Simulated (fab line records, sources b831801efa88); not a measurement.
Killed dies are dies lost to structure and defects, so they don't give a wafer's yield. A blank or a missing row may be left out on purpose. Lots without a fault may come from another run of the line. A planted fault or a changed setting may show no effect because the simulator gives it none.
One fault seen from 2 desks | flow sky130 | each desk has only its own numbers; what lay behind them comes last

THE METROLOGY DESK
What the gauges read, lot by lot, whatever tool the lot ran on: means of the sampled wafers that have a number. A lot is out of limits, marked OUT, if its mean lies more than 4 standard deviations from the usual mean; the brackets give that distance.
Columns: A = VIA4_HDPCVD_THK at SKY_VIA4_THK_MEAS_01, usual 1746 nm
lot  | first seen here | A
L336 | day 41 01:09    | 1765
L338 | day 42 02:18    | 1758
L337 | day 42 07:20    | 1743
L340 | day 42 14:42    | 1740
L342 | day 43 10:40    | 1739
L341 | day 43 11:09    | 1746
L343 | day 43 12:53    | 1726
L348 | day 44 21:41    | 1746
L350 | day 45 05:08    | 1755
L356 | day 46 21:02    | 1740
L354 | day 46 21:45    | 1731
L359 | day 47 19:16    | 1731
This desk's finding: nothing out of limits on any of the 12 lots.

THE TOOL OWNER'S DESK: rie_metal-02
The tool's own readings at SKY_LOCAL_INTERCONNECT_ETCH_13 (etches BARC in N2/H2, stops on SiO2, time 45.9 s, target depth 60 nm): means of the sampled wafers that have a number, for each lot that ran on this tool. A lot is out of limits, marked OUT, if its mean lies more than 4 standard deviations from the usual mean; the brackets give that distance.
Columns: A = bias_w at SKY_LOCAL_INTERCONNECT_ETCH_13, usual 100.0 W; B = chamber_pressure_mTorr at SKY_LOCAL_INTERCONNECT_ETCH_13, usual 29.999 mTorr; C = drypump_motor_current_A at SKY_LOCAL_INTERCONNECT_ETCH_13, usual 6.0 A; D = h2_flow_sccm at SKY_LOCAL_INTERCONNECT_ETCH_13, usual 199.9 sccm; E = oes_product_au at SKY_LOCAL_INTERCONNECT_ETCH_13, usual 0.854 a.u.; F = throttle_valve_pct at SKY_LOCAL_INTERCONNECT_ETCH_13, usual 13.226 %
lot  | first seen here | A     | B      | C   | D     | E     | F
L338 | day 31 00:53    | 99.8  | 30.012 | 6.4 | 199.8 | 0.858 | 13.226
L337 | day 31 07:19    | 99.9  | 29.974 | 6.4 | 200.0 | 0.855 | 13.231
L340 | day 31 13:57    | 100.2 | 30.017 | 6.4 | 200.3 | 0.852 | 13.237
L348 | day 34 03:54    | 99.6  | 29.990 | 6.1 | 199.9 | 0.850 | 13.219
This desk's finding: nothing out of limits on any of the 4 lots.

PUT TOGETHER
The metrology desk saw nothing out of limits.
The tool owner's desk saw nothing out of limits.

WHAT THE SIMULATOR HAD PUT IN
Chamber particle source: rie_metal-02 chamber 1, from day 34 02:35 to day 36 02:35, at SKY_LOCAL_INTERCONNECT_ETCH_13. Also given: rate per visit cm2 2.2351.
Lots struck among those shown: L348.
